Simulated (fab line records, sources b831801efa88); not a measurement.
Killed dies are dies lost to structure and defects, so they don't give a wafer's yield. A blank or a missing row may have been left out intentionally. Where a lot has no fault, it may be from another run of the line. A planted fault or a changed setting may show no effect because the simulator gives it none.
Matching of chambers :: flow sky130 :: SKY_FIELD_ISO_ETCH_17 on rie_si-02 has 4 sister chambers
The step etches Si in HBr/Cl2/O2, target depth 342 nm, time 97.7 s. 4 wafers are shown with their chamber, then 7 later ones without.

WAFERS WITH THEIR CHAMBER
wafer: L576.1
chamber: 2
run_length_s (s): 125.5

wafer: L576.3
chamber: 3
run_length_s (s): 125.6

wafer: L582.1
chamber: 0
run_length_s (s): 126.2

wafer: L582.5
chamber: 1
run_length_s (s): 125.9

WAFERS WITH NO CHAMBER GIVEN
wafer: L582.6
run_length_s (s): 125.2

wafer: L584.1
run_length_s (s): 126.2

wafer: L584.4
run_length_s (s): 125.8

wafer: L584.6
run_length_s (s): 125.5

wafer: L586.4
run_length_s (s): 126.2

wafer: L586.5
run_length_s (s): 125.6

wafer: L586.6
run_length_s (s): 125.9

WHICH CHAMBER EACH WENT THROUGH
wafer: L582.6
from the rows above: can't be placed: 2 or 3
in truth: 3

wafer: L584.1
from the rows above: 0
in truth: 0

wafer: L584.4
from the rows above: can't be placed: 1 or 3 or 2
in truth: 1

wafer: L584.6
from the rows above: can't be placed: 2 or 3
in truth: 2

wafer: L586.4
from the rows above: 0
in truth: 0

wafer: L586.5
from the rows above: can't be placed: 3 or 2
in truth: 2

wafer: L586.6
from the rows above: 1
in truth: 1
Correctly placed: 3 of 7. From these rows, 4 cannot be placed; in 4 the true chamber is one of the candidates. Placed wrongly: 0.
How it was worked out, from the rows above alone: a wafer's distance from a chamber is the root of the sum, over the readings, of the square of ((its reading less the chamber's mean) divided by the reading's scatter). If the next closest chamber is less than 2 further off than the closest, the wafer can't be placed; otherwise it belongs to the closest. A chamber's mean is the mean of its shown wafers. The scatter (one wafer shown for each chamber): square how far every hidden wafer sits from the nearest shown wafer, average those squares and take the square root.
